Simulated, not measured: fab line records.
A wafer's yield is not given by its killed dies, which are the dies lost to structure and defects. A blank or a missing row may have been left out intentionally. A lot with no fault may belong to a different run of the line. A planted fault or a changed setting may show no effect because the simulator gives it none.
A lot that was struck, set against a sound lot -- flow sfq-line -- 15 steps out of a route of 325
Sound: wafers L905.1, L905.2, L905.3. The struck wafers were L917.3, L917.4, L917.5. The cause is given at the end.
Each step with rows lists, per side, the tool, then ch with its chambers, then its first start. Under that, the readings that differ: sound wafers -- struck wafers -- difference of the means -- sigmas: that difference in standard deviations of wafers without a fault.
alike: words and numbers the same on both sides, and readings whose means are apart by under 2 such deviations; not compared: readings that were withheld, readings missing a value for some wafer, numbers with overlapping values and no deviation given by the record, and bounds like >300 which may hide the same value.
Wherever a step has rows on one side only, a row that says differs or no value, or a row with sigmas, the two part there. Non-overlapping numbers with no deviation appear without sigmas and do not part them. Lack of a reading on every wafer of one side parts them only where that side has two or more wafers.

SFQ_I5_OVL_MEAS_936:
  sound on overlay-02, day 62 10:49; struck on overlay-01, day 66 01:11
reading,sound,struck,difference,sigmas
I5_OVL (nm),-8 -1 -14,5 7 3,+13,+2
SFQ_TRILAYER_I5_BARC_OPEN_VIA_ETCH_200: etches BARC in O2, target depth 125 nm, time 41.7 s.
  sound on rie-diel-02 ch 1,2,3, day 62 10:50; struck on rie-diel-04 ch 1,2, day 66 01:13
  alike: drypump-motor-current-A, oes-product-au, rf-fwd-power-W
  not compared: rf-hours-counter-h
SFQ_TRILAYER_I5_ETCH_VIA_ETCH_147: etches the open film in CHF3, stops on Nb, target depth 360 nm.
  sound on rie-diel-02 ch 1,2,3, day 62 10:53; struck on rie-diel-04 ch 1,2, day 66 01:15
  alike: drypump-motor-current-A, oes-product-au, rf-fwd-power-W
SFQ_TRILAYER_I5_STRIP_STRIP_148: strips in O2.
  sound on rie-metal-02 ch 0,1, day 62 11:02; struck on rie-metal-02 ch 0,1, day 66 01:36
  alike: drypump-motor-current-A, oes-product-au
  not compared: rf-hours-counter-h
then, 7 steps without rows for these wafers: SFQ_TRILAYER_I5_STRIP_SOLV_CLEAN_149 (cleans in NMP, time 600 s); SFQ_TRILAYER_C5_LITHO_COAT_156 (resist thk 62 nm); SFQ_TRILAYER_C5_LITHO_COAT_151 (resist thk 650 nm); SFQ_TRILAYER_C5_LITHO_SOFTBAKE_155; SFQ_TRILAYER_C5_LITHO_EXPOSE_152 (exposes mask C5, target cd 500 nm); SFQ_TRILAYER_C5_LITHO_PEB_154 (peb time 60 s); SFQ_TRILAYER_C5_LITHO_DEVELOP_153 (time 60 s).
-- the record jumps here: 4 days lie between the struck wafers' starts before and after --
SFQ_C5_OVL_MEAS_937:
  sound on overlay-01, day 66 21:58; struck on overlay-02, day 70 07:20
reading,sound,struck,difference,sigmas
C5_OVL (nm),-15 -11 -8,2 9 7,+17,+3
SFQ_TRILAYER_C5_BARC_OPEN_VIA_ETCH_210: etches BARC in O2, target depth 125 nm, time 41.7 s.
  sound on rie-diel-02 ch 0,1,2, day 66 22:01; struck on rie-diel-02 ch 2,3, day 70 07:22
reading,sound,struck,difference,sigmas
rf-fwd-power-W (W),496.4 498.5 497.0,294.8 295.9 293.3,-202.6,-99 or more
model.KrF_of_TRILAYER_C5_LITHO_COAT_151.thk-nm (nm),576.2 579.2 578,596.6 594.9 596.4,+18.2,
  alike: drypump-motor-current-A, oes-product-au
  not compared: rf-hours-counter-h
SFQ_TRILAYER_C5_ETCH_VIA_ETCH_154: etches SiO2 in CHF3, stops on Nb, target depth 84 nm.
  sound on rie-diel-02 ch 0,1,2, day 66 22:03; struck on rie-diel-02 ch 2,3, day 70 07:24
reading,sound,struck,difference,sigmas
model.KrF_of_TRILAYER_C5_LITHO_COAT_151.thk-nm (nm),561.8 565.2 563.5,582.6 580 582.3,+18.1,
  alike: drypump-motor-current-A, oes-product-au, rf-fwd-power-W
SFQ_TRILAYER_C5_STRIP_STRIP_155: strips in O2.
  sound on rie-metal-03 ch 0,1, day 66 22:06; struck on rie-metal-03 ch 0,1, day 70 07:38
  alike: drypump-motor-current-A, oes-product-au
  not compared: rf-hours-counter-h

== WHERE THEY PART ==
Last at SFQ_TRILAYER_C5_BARC_OPEN_VIA_ETCH_210 as far as this record goes, first at SFQ_I5_OVL_MEAS_936. Later steps at which nothing parts them and some readings are alike: SFQ_TRILAYER_C5_ETCH_VIA_ETCH_154, SFQ_TRILAYER_C5_STRIP_STRIP_155.

WHY: whatever the simulator had introduced
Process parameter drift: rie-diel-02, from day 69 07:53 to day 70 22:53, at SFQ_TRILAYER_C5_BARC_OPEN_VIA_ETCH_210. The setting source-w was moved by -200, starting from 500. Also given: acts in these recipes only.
